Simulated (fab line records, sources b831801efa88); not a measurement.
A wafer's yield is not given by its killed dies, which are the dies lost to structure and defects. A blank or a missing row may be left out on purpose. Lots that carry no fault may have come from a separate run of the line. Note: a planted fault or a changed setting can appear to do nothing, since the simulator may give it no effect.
fab line records / flow sfqLine
[record] lots = 6 wafers = 18 lastDay = 80
route steps=325 shown M7@285 I7@296
lots that met no fault: taken from a fault-free run of the same line
startH: hours from the record's first day to the start of the lot's first wafer shown / waitH: hours from the lot's prior step to this one / " same as the row above / L1.1+2: one row covering several wafers at once / - no value, or no start was given / * or withheld: withheld / < > ~ a bound
route shown NAME@n: NAME is a module with steps in the file, n the number in the route of the first one / usual: average and standard deviation across the fault-free wafers / same: alike in all rows / chamber/n: place in a boat / sites: the reading at each site / _std_site: standard deviation of those values / _edge_site: mean of outer sites minus mean of inner sites / radiusMm: how far each site lies from the wafer's centre / mask NAME#n: copy n / behind: tool/chamber where the wafer was last shaped / hold: why the lot was held/for how many hours/how that ended / device: whichever transistor did not switch (one of n, p or np) / end of line: the same wafers' tests at the end of the route / a step without rows: its recipe alone / killed: the dies lost at the first sort to structure and to defects; this is not the yield of the wafer / map: a wafer's dies, marking killed ones x, the rest . and places with no die _
set.NAME: setting as actually run; set.NAME@STEP: the setting as run at that earlier step / model.NAME: the simulator's own value behind a step, which no gauge read
certain route steps with their lots: each step a table, each wafer a row
services: from which hour (startH, from the record's first day; less than 0 if before it) a tool's chamber was out of use, for how many hours, and why
[[steps]]
[step SFQ_TRILAYER_M7_LITHO_COAT_182]
[recipe] resist = BARC spinRpm = 3000 resistThkNm = 62
[step SFQ_TRILAYER_M7_LITHO_COAT_177]
[recipe] resist = KrF spinRpm = 3000 resistThkNm = 600
[step SFQ_TRILAYER_M7_LITHO_SOFTBAKE_181]
[recipe] tempC = withheld timeS = withheld resist = KrF
[step SFQ_TRILAYER_M7_LITHO_EXPOSE_178]
[recipe] maskId = M7 na = 0.6 sourceShape = conventional sigmaOuter = 0.65 targetCdNm = 500 doseMj = 14.4
[step SFQ_TRILAYER_M7_LITHO_PEB_180]
[recipe] pebTempC = 115 pebTimeS = 60 resist = KrF
[step SFQ_TRILAYER_M7_LITHO_DEVELOP_179]
[recipe] timeS = 60 resist = KrF
[step SFQ_M7_OVL_MEAS_945]
[usual] M7_OVL = 2/5
lot.wafer=L182.3 tool=overlay-01 chamber=- startH=1834.99 waitH=0.1 M7_OVL[nm]=7
lot.wafer=L182.4 tool=overlay-01 chamber=- startH=1834.99 waitH=0.1 M7_OVL[nm]=8
lot.wafer=L182.6 tool=overlay-01 chamber=- startH=1834.99 waitH=0.1 M7_OVL[nm]=0
lot.wafer=L183.3 tool=overlay-02 chamber=- startH=1837.39 waitH=0.1 M7_OVL[nm]=5
lot.wafer=L183.5 tool=overlay-02 chamber=- startH=1837.39 waitH=0.1 M7_OVL[nm]=3
lot.wafer=L183.6 tool=overlay-02 chamber=- startH=1837.39 waitH=0.1 M7_OVL[nm]=10
lot.wafer=L185.2 tool=overlay-01 chamber=- startH=1848.18 waitH=0.1 M7_OVL[nm]=6
lot.wafer=L185.3 tool=overlay-01 chamber=- startH=1848.18 waitH=0.1 M7_OVL[nm]=9
lot.wafer=L185.4 tool=overlay-01 chamber=- startH=1848.18 waitH=0.1 M7_OVL[nm]=4
lot.wafer=L186.1 tool=overlay-01 chamber=- startH=1849.38 waitH=0.1 M7_OVL[nm]=1
lot.wafer=L186.2 tool=overlay-01 chamber=- startH=1849.38 waitH=0.1 M7_OVL[nm]=-1
lot.wafer=L186.5 tool=overlay-01 chamber=- startH=1849.38 waitH=0.1 M7_OVL[nm]=2
lot.wafer=L187.1 tool=overlay-01 chamber=- startH=1851.78 waitH=0.1 M7_OVL[nm]=-8
lot.wafer=L187.4 tool=overlay-01 chamber=- startH=1851.78 waitH=0.1 M7_OVL[nm]=-9
lot.wafer=L187.5 tool=overlay-01 chamber=- startH=1851.78 waitH=0.1 M7_OVL[nm]=-7
lot.wafer=L196.1 tool=overlay-02 chamber=- startH=1883.10 waitH=0.1 M7_OVL[nm]=4
lot.wafer=L196.2 tool=overlay-02 chamber=- startH=1883.10 waitH=0.1 M7_OVL[nm]=4
lot.wafer=L196.5 tool=overlay-02 chamber=- startH=1883.10 waitH=0.1 M7_OVL[nm]=-4
[step SFQ_TRILAYER_M7_BARC_OPEN_METAL_ETCH_229]
[recipe] maskMaterial = PR chemistry = O2 targetDepthNm = 125 target = BARC icpW = 600 biasW = 80 pressureMtorr = 10 timeS = 41.7
[usual] drypumpMotorCurrentA = 6.0/0.45 heBacksideLeakSccm = 3.4/0.36 oesProductAu = 0.685/0.0048
lot.wafer=L182.3 tool=rieMetal-01 chamber=1 startH=1835.03 waitH=0.0 drypumpMotorCurrentA=6.3 heBacksideLeakSccm=3.6 oesProductAu=0.681 rfHoursCounterH=-
lot.wafer=L182.4 tool=rieMetal-01 chamber=0 startH=1835.03 waitH=0.0 drypumpMotorCurrentA=5.3 heBacksideLeakSccm=3.3 oesProductAu=0.683 rfHoursCounterH=-
lot.wafer=L182.6 tool=rieMetal-01 chamber=1 startH=1835.03 waitH=0.0 drypumpMotorCurrentA=6.3 heBacksideLeakSccm=3.4 oesProductAu=0.683 rfHoursCounterH=-
lot.wafer=L183.3 tool=rieMetal-02 chamber=1 startH=1837.43 waitH=0.0 drypumpMotorCurrentA=6.3 heBacksideLeakSccm=3.1 oesProductAu=0.683 rfHoursCounterH=-
lot.wafer=L183.5 tool=rieMetal-02 chamber=1 startH=1837.43 waitH=0.0 drypumpMotorCurrentA=6.3 heBacksideLeakSccm=3.1 oesProductAu=0.679 rfHoursCounterH=-
lot.wafer=L183.6 tool=rieMetal-02 chamber=0 startH=1837.43 waitH=0.0 drypumpMotorCurrentA=6.5 heBacksideLeakSccm=3.4 oesProductAu=0.693 rfHoursCounterH=-
lot.wafer=L185.2 tool=rieMetal-03 chamber=1 startH=1848.21 waitH=0.0 drypumpMotorCurrentA=6.1 heBacksideLeakSccm=3.5 oesProductAu=0.689 rfHoursCounterH=0
lot.wafer=L185.3 tool=rieMetal-03 chamber=0 startH=1848.21 waitH=0.0 drypumpMotorCurrentA=5.5 heBacksideLeakSccm=3.4 oesProductAu=0.682 rfHoursCounterH=-
lot.wafer=L185.4 tool=rieMetal-03 chamber=1 startH=1848.21 waitH=0.0 drypumpMotorCurrentA=6.1 heBacksideLeakSccm=3.7 oesProductAu=0.689 rfHoursCounterH=-
lot.wafer=L186.1 tool=rieMetal-01 chamber=0 startH=1849.41 waitH=0.0 drypumpMotorCurrentA=5.3 heBacksideLeakSccm=3.4 oesProductAu=0.684 rfHoursCounterH=30
lot.wafer=L186.2 tool=rieMetal-01 chamber=1 startH=1849.41 waitH=0.0 drypumpMotorCurrentA=6.3 heBacksideLeakSccm=3.4 oesProductAu=0.682 rfHoursCounterH=20
lot.wafer=L186.5 tool=rieMetal-01 chamber=0 startH=1849.41 waitH=0.0 drypumpMotorCurrentA=5.3 heBacksideLeakSccm=3.2 oesProductAu=0.688 rfHoursCounterH=-
lot.wafer=L187.1 tool=rieMetal-02 chamber=1 startH=1851.81 waitH=0.0 drypumpMotorCurrentA=6.3 heBacksideLeakSccm=3.3 oesProductAu=0.684 rfHoursCounterH=49
lot.wafer=L187.4 tool=rieMetal-02 chamber=0 startH=1851.81 waitH=0.0 drypumpMotorCurrentA=6.5 heBacksideLeakSccm=3.6 oesProductAu=0.693 rfHoursCounterH=-
lot.wafer=L187.5 tool=rieMetal-02 chamber=1 startH=1851.81 waitH=0.0 drypumpMotorCurrentA=6.3 heBacksideLeakSccm=3.3 oesProductAu=0.687 rfHoursCounterH=-
lot.wafer=L196.1 tool=rieMetal-03 chamber=1 startH=1883.14 waitH=0.0 drypumpMotorCurrentA=6.1 heBacksideLeakSccm=3.7 oesProductAu=0.686 rfHoursCounterH=6
lot.wafer=L196.2 tool=rieMetal-03 chamber=0 startH=1883.14 waitH=0.0 drypumpMotorCurrentA=5.5 heBacksideLeakSccm=3.4 oesProductAu=0.684 rfHoursCounterH=91
lot.wafer=L196.5 tool=rieMetal-03 chamber=1 startH=1883.14 waitH=0.0 drypumpMotorCurrentA=6.1 heBacksideLeakSccm=3.8 oesProductAu=0.682 rfHoursCounterH=-
[step SFQ_TRILAYER_M7_ETCH_METAL_ETCH_180]
[recipe] target = Nb stopOn = SiO2 maskMaterial = PR chemistry = Cl2/Ar targetDepthNm = 240 icpW = 600 biasW = 80 pressureMtorr = 10 timeS = 120
[usual] drypumpMotorCurrentA = 6.0/0.45 heBacksideLeakSccm = 3.43/0.27 oesProductAu = 0.893/0.0079
lot.wafer=L182.3 tool=rieMetal-01 chamber=1 startH=1835.11 waitH=0.1 drypumpMotorCurrentA=6.3 heBacksideLeakSccm=3.36 oesProductAu=0.898 rfHoursCounterH=-
lot.wafer=L182.4 tool=rieMetal-01 chamber=0 startH=1835.11 waitH=0.1 drypumpMotorCurrentA=5.3 heBacksideLeakSccm=3.27 oesProductAu=0.897 rfHoursCounterH=-
lot.wafer=L182.6 tool=rieMetal-01 chamber=1 startH=1835.11 waitH=0.1 drypumpMotorCurrentA=6.3 heBacksideLeakSccm=3.40 oesProductAu=0.898 rfHoursCounterH=-
lot.wafer=L183.3 tool=rieMetal-02 chamber=1 startH=1837.51 waitH=0.1 drypumpMotorCurrentA=6.3 heBacksideLeakSccm=3.28 oesProductAu=0.890 rfHoursCounterH=-
lot.wafer=L183.5 tool=rieMetal-02 chamber=1 startH=1837.51 waitH=0.1 drypumpMotorCurrentA=6.3 heBacksideLeakSccm=3.30 oesProductAu=0.893 rfHoursCounterH=-
lot.wafer=L183.6 tool=rieMetal-02 chamber=0 startH=1837.51 waitH=0.1 drypumpMotorCurrentA=6.5 heBacksideLeakSccm=3.50 oesProductAu=0.882 rfHoursCounterH=-
lot.wafer=L185.2 tool=rieMetal-03 chamber=1 startH=1848.27 waitH=0.0 drypumpMotorCurrentA=6.1 heBacksideLeakSccm=3.46 oesProductAu=0.906 rfHoursCounterH=0
lot.wafer=L185.3 tool=rieMetal-03 chamber=0 startH=1848.27 waitH=0.0 drypumpMotorCurrentA=5.5 heBacksideLeakSccm=3.42 oesProductAu=0.897 rfHoursCounterH=-
lot.wafer=L185.4 tool=rieMetal-03 chamber=1 startH=1848.27 waitH=0.0 drypumpMotorCurrentA=6.1 heBacksideLeakSccm=3.48 oesProductAu=0.891 rfHoursCounterH=-
lot.wafer=L186.1 tool=rieMetal-01 chamber=0 startH=1849.47 waitH=0.0 drypumpMotorCurrentA=5.3 heBacksideLeakSccm=3.31 oesProductAu=0.895 rfHoursCounterH=30
lot.wafer=L186.2 tool=rieMetal-01 chamber=1 startH=1849.47 waitH=0.0 drypumpMotorCurrentA=6.3 heBacksideLeakSccm=5.21 oesProductAu=0.880 rfHoursCounterH=20
lot.wafer=L186.5 tool=rieMetal-01 chamber=0 startH=1849.47 waitH=0.0 drypumpMotorCurrentA=5.3 heBacksideLeakSccm=3.37 oesProductAu=0.890 rfHoursCounterH=-
lot.wafer=L187.1 tool=rieMetal-02 chamber=1 startH=1851.87 waitH=0.0 drypumpMotorCurrentA=6.3 heBacksideLeakSccm=3.16 oesProductAu=0.885 rfHoursCounterH=49
lot.wafer=L187.4 tool=rieMetal-02 chamber=0 startH=1851.87 waitH=0.0 drypumpMotorCurrentA=6.5 heBacksideLeakSccm=3.47 oesProductAu=0.878 rfHoursCounterH=-
lot.wafer=L187.5 tool=rieMetal-02 chamber=1 startH=1851.87 waitH=0.0 drypumpMotorCurrentA=6.3 heBacksideLeakSccm=3.20 oesProductAu=0.882 rfHoursCounterH=-
lot.wafer=L196.1 tool=rieMetal-03 chamber=1 startH=1883.20 waitH=0.0 drypumpMotorCurrentA=6.1 heBacksideLeakSccm=3.46 oesProductAu=0.885 rfHoursCounterH=7
lot.wafer=L196.2 tool=rieMetal-03 chamber=0 startH=1883.20 waitH=0.0 drypumpMotorCurrentA=5.5 heBacksideLeakSccm=3.30 oesProductAu=0.887 rfHoursCounterH=91
lot.wafer=L196.5 tool=rieMetal-03 chamber=1 startH=1883.20 waitH=0.0 drypumpMotorCurrentA=6.1 heBacksideLeakSccm=3.43 oesProductAu=0.885 rfHoursCounterH=-
[step SFQ_TRILAYER_M7_STRIP_STRIP_181]
[recipe] gas = O2 powerW = 200 platenTempC = 40 overashFraction = 0.65 chemistry = O2 pressureMtorr = 50
[usual] drypumpMotorCurrentA = 6.0/0.45 heBacksideLeakSccm = 3.40/0.27 oesProductAu = 0.997/0.009
lot.wafer=L182.3 tool=rieMetal-01 chamber=1 startH=1835.40 waitH=0.2 drypumpMotorCurrentA=6.3 heBacksideLeakSccm=3.48 oesProductAu=1.006 rfHoursCounterH=-
lot.wafer=L182.4 tool=rieMetal-01 chamber=0 startH=1835.40 waitH=0.2 drypumpMotorCurrentA=5.3 heBacksideLeakSccm=3.39 oesProductAu=0.978 rfHoursCounterH=-
lot.wafer=L182.6 tool=rieMetal-01 chamber=1 startH=1835.40 waitH=0.2 drypumpMotorCurrentA=6.3 heBacksideLeakSccm=3.52 oesProductAu=1.011 rfHoursCounterH=-
lot.wafer=L183.3 tool=rieMetal-02 chamber=1 startH=1837.80 waitH=0.2 drypumpMotorCurrentA=6.3 heBacksideLeakSccm=3.17 oesProductAu=1.005 rfHoursCounterH=-
lot.wafer=L183.5 tool=rieMetal-02 chamber=1 startH=1837.80 waitH=0.2 drypumpMotorCurrentA=6.3 heBacksideLeakSccm=3.26 oesProductAu=0.996 rfHoursCounterH=-
lot.wafer=L183.6 tool=rieMetal-02 chamber=0 startH=1837.80 waitH=0.2 drypumpMotorCurrentA=6.5 heBacksideLeakSccm=3.22 oesProductAu=1.008 rfHoursCounterH=-
lot.wafer=L185.2 tool=rieMetal-03 chamber=1 startH=1848.40 waitH=0.1 drypumpMotorCurrentA=6.1 heBacksideLeakSccm=3.34 oesProductAu=0.985 rfHoursCounterH=1
lot.wafer=L185.3 tool=rieMetal-03 chamber=0 startH=1848.40 waitH=0.1 drypumpMotorCurrentA=5.5 heBacksideLeakSccm=3.43 oesProductAu=0.992 rfHoursCounterH=-
lot.wafer=L185.4 tool=rieMetal-03 chamber=1 startH=1848.40 waitH=0.1 drypumpMotorCurrentA=6.1 heBacksideLeakSccm=3.71 oesProductAu=0.983 rfHoursCounterH=-
lot.wafer=L186.1 tool=rieMetal-01 chamber=0 startH=1849.60 waitH=0.1 drypumpMotorCurrentA=5.3 heBacksideLeakSccm=3.26 oesProductAu=0.991 rfHoursCounterH=31
lot.wafer=L186.2 tool=rieMetal-01 chamber=1 startH=1849.60 waitH=0.1 drypumpMotorCurrentA=6.3 heBacksideLeakSccm=3.35 oesProductAu=1.010 rfHoursCounterH=20
lot.wafer=L186.5 tool=rieMetal-01 chamber=0 startH=1849.60 waitH=0.1 drypumpMotorCurrentA=5.3 heBacksideLeakSccm=3.42 oesProductAu=0.983 rfHoursCounterH=-
lot.wafer=L187.1 tool=rieMetal-02 chamber=1 startH=1852.00 waitH=0.1 drypumpMotorCurrentA=6.3 heBacksideLeakSccm=3.23 oesProductAu=0.995 rfHoursCounterH=49
lot.wafer=L187.4 tool=rieMetal-02 chamber=0 startH=1852.00 waitH=0.1 drypumpMotorCurrentA=6.5 heBacksideLeakSccm=3.31 oesProductAu=1.005 rfHoursCounterH=-
lot.wafer=L187.5 tool=rieMetal-02 chamber=1 startH=1852.00 waitH=0.1 drypumpMotorCurrentA=6.3 heBacksideLeakSccm=3.21 oesProductAu=1.008 rfHoursCounterH=-
lot.wafer=L196.1 tool=rieMetal-03 chamber=1 startH=1883.32 waitH=0.1 drypumpMotorCurrentA=6.1 heBacksideLeakSccm=3.47 oesProductAu=0.987 rfHoursCounterH=7
lot.wafer=L196.2 tool=rieMetal-03 chamber=0 startH=1883.32 waitH=0.1 drypumpMotorCurrentA=5.5 heBacksideLeakSccm=3.27 oesProductAu=1.003 rfHoursCounterH=91
lot.wafer=L196.5 tool=rieMetal-03 chamber=1 startH=1883.32 waitH=0.1 drypumpMotorCurrentA=6.1 heBacksideLeakSccm=3.45 oesProductAu=0.994 rfHoursCounterH=-
[step SFQ_TRILAYER_M7_STRIP_SOLV_CLEAN_182]
[recipe] chemistry = NMP tempC = 70 timeS = 600
[step SFQ_TRILAYER_I7_DEP_PECVD_183]
[recipe] material = SiO2 tempC = 150 timeS = 111.11 pressureTorr = 2.4 rfW = 183.3 precursor = SiH4/N2O targetThkNm = 500
[usual] heaterPowerW = 79/16 susceptorTempC = 150.00/0.12 throttleValvePct = 24.2/1.4
lot.wafer=L182.3 tool=pecvd-03 chamber=1 startH=1835.97 waitH=0.0 heaterPowerW=64 susceptorTempC=149.70 throttleValvePct=25.5
lot.wafer=L182.4 tool=pecvd-03 chamber=0 startH=1835.97 waitH=0.0 heaterPowerW=71 susceptorTempC=150.04 throttleValvePct=27.4
lot.wafer=L182.6 tool=pecvd-03 chamber=1 startH=1835.97 waitH=0.0 heaterPowerW=68 susceptorTempC=149.75 throttleValvePct=25.2
lot.wafer=L183.3 tool=pecvd-02 chamber=0 startH=1838.37 waitH=0.0 heaterPowerW=68 susceptorTempC=149.80 throttleValvePct=24.1
lot.wafer=L183.5 tool=pecvd-02 chamber=1 startH=1838.37 waitH=0.0 heaterPowerW=63 susceptorTempC=150.24 throttleValvePct=21.4
lot.wafer=L183.6 tool=pecvd-02 chamber=0 startH=1838.37 waitH=0.0 heaterPowerW=55 susceptorTempC=149.82 throttleValvePct=24.2
lot.wafer=L185.2 tool=pecvd-02 chamber=0 startH=1849.17 waitH=0.0 heaterPowerW=67 susceptorTempC=149.92 throttleValvePct=24.3
lot.wafer=L185.3 tool=pecvd-02 chamber=1 startH=1849.17 waitH=0.0 heaterPowerW=65 susceptorTempC=150.03 throttleValvePct=21.8
lot.wafer=L185.4 tool=pecvd-02 chamber=2 startH=1849.17 waitH=0.0 heaterPowerW=77 susceptorTempC=149.77 throttleValvePct=22.6
lot.wafer=L186.1 tool=pecvd-01 chamber=0 startH=1850.37 waitH=0.0 heaterPowerW=100 susceptorTempC=150.00 throttleValvePct=23.9
lot.wafer=L186.2 tool=pecvd-01 chamber=1 startH=1850.37 waitH=0.0 heaterPowerW=107 susceptorTempC=150.04 throttleValvePct=24.1
lot.wafer=L186.5 tool=pecvd-01 chamber=0 startH=1850.37 waitH=0.0 heaterPowerW=102 susceptorTempC=150.01 throttleValvePct=24.0
lot.wafer=L187.1 tool=pecvd-03 chamber=1 startH=1852.77 waitH=0.0 heaterPowerW=71 susceptorTempC=150.09 throttleValvePct=25.1
lot.wafer=L187.4 tool=pecvd-03 chamber=2 startH=1852.77 waitH=0.0 heaterPowerW=52 susceptorTempC=150.06 throttleValvePct=23.7
lot.wafer=L187.5 tool=pecvd-03 chamber=0 startH=1852.77 waitH=0.0 heaterPowerW=70 susceptorTempC=150.06 throttleValvePct=27.7
lot.wafer=L196.1 tool=pecvd-01 chamber=2 startH=1884.10 waitH=0.0 heaterPowerW=79 susceptorTempC=149.91 throttleValvePct=25.2
lot.wafer=L196.2 tool=pecvd-01 chamber=1 startH=1884.10 waitH=0.0 heaterPowerW=105 susceptorTempC=150.14 throttleValvePct=24.1
lot.wafer=L196.5 tool=pecvd-01 chamber=1 startH=1884.10 waitH=0.0 heaterPowerW=106 susceptorTempC=150.23 throttleValvePct=23.9
[step SFQ_TRILAYER_I7_CMP_CMP_184]
[recipe] material = SiO2 downForcePsi = 3 platenRpm = 60 padVelocityMS = 0.94248
[usual] motorCurrentA = 10.5/0.86 retainingRingPressureFrac = 1.000/0.0054 timeToEndpointS = 218/8.9
lot.wafer=L182.4 tool=cmp-02 chamber=1 startH=1840.36 waitH=4.3 motorCurrentA=10.2 retainingRingPressureFrac=1.000 timeToEndpointS=230
lot.wafer=L182.3 tool=cmp-02 chamber=2 startH=1840.36 waitH=4.3 motorCurrentA=11.1 retainingRingPressureFrac=1.001 timeToEndpointS=210
lot.wafer=L182.6 tool=cmp-02 chamber=1 startH=1842.36 waitH=6.3 motorCurrentA=10.3 retainingRingPressureFrac=1.001 timeToEndpointS=229
lot.wafer=L183.3 tool=cmp-01 chamber=1 startH=1840.64 waitH=2.2 motorCurrentA=9.0 retainingRingPressureFrac=1.004 timeToEndpointS=228
lot.wafer=L183.5 tool=cmp-01 chamber=0 startH=1842.14 waitH=3.7 motorCurrentA=10.4 retainingRingPressureFrac=1.006 timeToEndpointS=214
lot.wafer=L183.6 tool=cmp-01 chamber=1 startH=1842.14 waitH=3.7 motorCurrentA=8.8 retainingRingPressureFrac=1.002 timeToEndpointS=218
lot.wafer=L185.2 tool=cmp-01 chamber=1 startH=1849.25 waitH=0.0 motorCurrentA=9.0 retainingRingPressureFrac=1.002 timeToEndpointS=223
lot.wafer=L185.3 tool=cmp-01 chamber=2 startH=1849.25 waitH=0.0 motorCurrentA=11.5 retainingRingPressureFrac=0.996 timeToEndpointS=226
lot.wafer=L185.4 tool=cmp-01 chamber=3 startH=1849.25 waitH=0.0 motorCurrentA=9.4 retainingRingPressureFrac=0.995 timeToEndpointS=129
lot.wafer=L186.2 tool=cmp-02 chamber=2 startH=1851.13 waitH=0.7 motorCurrentA=10.9 retainingRingPressureFrac=1.003 timeToEndpointS=202
lot.wafer=L186.1 tool=cmp-02 chamber=1 startH=1852.63 waitH=2.2 motorCurrentA=9.6 retainingRingPressureFrac=0.996 timeToEndpointS=217
lot.wafer=L186.5 tool=cmp-02 chamber=2 startH=1852.63 waitH=2.2 motorCurrentA=11.4 retainingRingPressureFrac=0.990 timeToEndpointS=200
lot.wafer=L187.4 tool=cmp-01 chamber=3 startH=1852.85 waitH=0.0 motorCurrentA=8.9 retainingRingPressureFrac=0.997 timeToEndpointS=128
lot.wafer=L187.1 tool=cmp-01 chamber=0 startH=1852.85 waitH=0.0 motorCurrentA=10.2 retainingRingPressureFrac=1.001 timeToEndpointS=208
lot.wafer=L187.5 tool=cmp-01 chamber=0 startH=1855.35 waitH=2.5 motorCurrentA=10.3 retainingRingPressureFrac=0.995 timeToEndpointS=211
lot.wafer=L196.1 tool=cmp-02 chamber=0 startH=1894.48 waitH=10.3 motorCurrentA=11.0 retainingRingPressureFrac=1.002 timeToEndpointS=212
lot.wafer=L196.2 tool=cmp-02 chamber=1 startH=1894.48 waitH=10.3 motorCurrentA=9.7 retainingRingPressureFrac=0.998 timeToEndpointS=220
lot.wafer=L196.5 tool=cmp-02 chamber=2 startH=1894.48 waitH=10.3 motorCurrentA=11.3 retainingRingPressureFrac=0.997 timeToEndpointS=215
[step SFQ_I7_BOW_MEAS_946]
[recipe] mode = bow
[usual] I7_BOW = 10/11
lot.wafer=L182.3 tool=filmMetro-01 chamber=- startH=1842.90 waitH=1.5 I7_BOW[um]=6
lot.wafer=L182.4 tool=filmMetro-01 chamber=- startH=1842.90 waitH=1.5 I7_BOW[um]=23
lot.wafer=L182.6 tool=filmMetro-01 chamber=- startH=1842.90 waitH=1.5 I7_BOW[um]=12
lot.wafer=L183.3 tool=filmMetro-04 chamber=- startH=1843.18 waitH=2.0 I7_BOW[um]=0
lot.wafer=L183.5 tool=filmMetro-04 chamber=- startH=1843.18 waitH=2.0 I7_BOW[um]=-5
lot.wafer=L183.6 tool=filmMetro-04 chamber=- startH=1843.18 waitH=2.0 I7_BOW[um]=-5
lot.wafer=L185.2 tool=filmMetro-03 chamber=- startH=1852.27 waitH=2.5 I7_BOW[um]=17
lot.wafer=L185.3 tool=filmMetro-03 chamber=- startH=1852.27 waitH=2.5 I7_BOW[um]=8
lot.wafer=L185.4 tool=filmMetro-03 chamber=- startH=1852.27 waitH=2.5 I7_BOW[um]=23
lot.wafer=L186.1 tool=filmMetro-01 chamber=- startH=1854.13 waitH=1.0 I7_BOW[um]=3
lot.wafer=L186.2 tool=filmMetro-01 chamber=- startH=1854.13 waitH=1.0 I7_BOW[um]=-1
lot.wafer=L186.5 tool=filmMetro-01 chamber=- startH=1854.13 waitH=1.0 I7_BOW[um]=-7
lot.wafer=L187.1 tool=filmMetro-04 chamber=- startH=1855.85 waitH=2.0 I7_BOW[um]=6
lot.wafer=L187.4 tool=filmMetro-04 chamber=- startH=1855.85 waitH=2.0 I7_BOW[um]=-5
lot.wafer=L187.5 tool=filmMetro-04 chamber=- startH=1855.85 waitH=2.0 I7_BOW[um]=-11
lot.wafer=L196.1 tool=filmMetro-04 chamber=- startH=1896.48 waitH=1.5 I7_BOW[um]=-10
lot.wafer=L196.2 tool=filmMetro-04 chamber=- startH=1896.48 waitH=1.5 I7_BOW[um]=-2
lot.wafer=L196.5 tool=filmMetro-04 chamber=- startH=1896.48 waitH=1.5 I7_BOW[um]=1
[[services]]
tool=cmp-02 chamber=- startH=1817.39 hours=1.5 kind=repair
tool=rieMetal-03 chamber=1 startH=1828.57 hours=- kind=clean
tool=rieMetal-03 chamber=1 startH=1828.57 hours=- kind=consumableReplace:focusRing
tool=rieMetal-03 chamber=1 startH=1828.57 hours=16.8 kind=scheduledDown
tool=rieMetal-03 chamber=1 startH=1828.57 hours=16.8 kind=ventCycle
tool=cmp-01 chamber=- startH=1858.56 hours=4.4 kind=repair
tool=pecvd-01 chamber=- startH=1864.26 hours=3.2 kind=repair
tool=cmp-02 chamber=- startH=1872.75 hours=4.5 kind=pm
[[key]]
[firstSign] step = SFQ_TRILAYER_I7_CMP_CMP_184 reading = timeToEndpointS direction = down sigmas = 10 usual = * struck = *
effect none on later readings
metAt SFQ_TRILAYER_I7_CMP_CMP_184
struckWafers L185.4,L187.4
[fault] kind = processParameterDrift tool = cmp-01 chamber = - onsetH = 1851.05 steps = SFQ_TRILAYER_I7_CMP_CMP_184 channel = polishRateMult offset = 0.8 shape = step endH = 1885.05 scope = struckWafersOnly
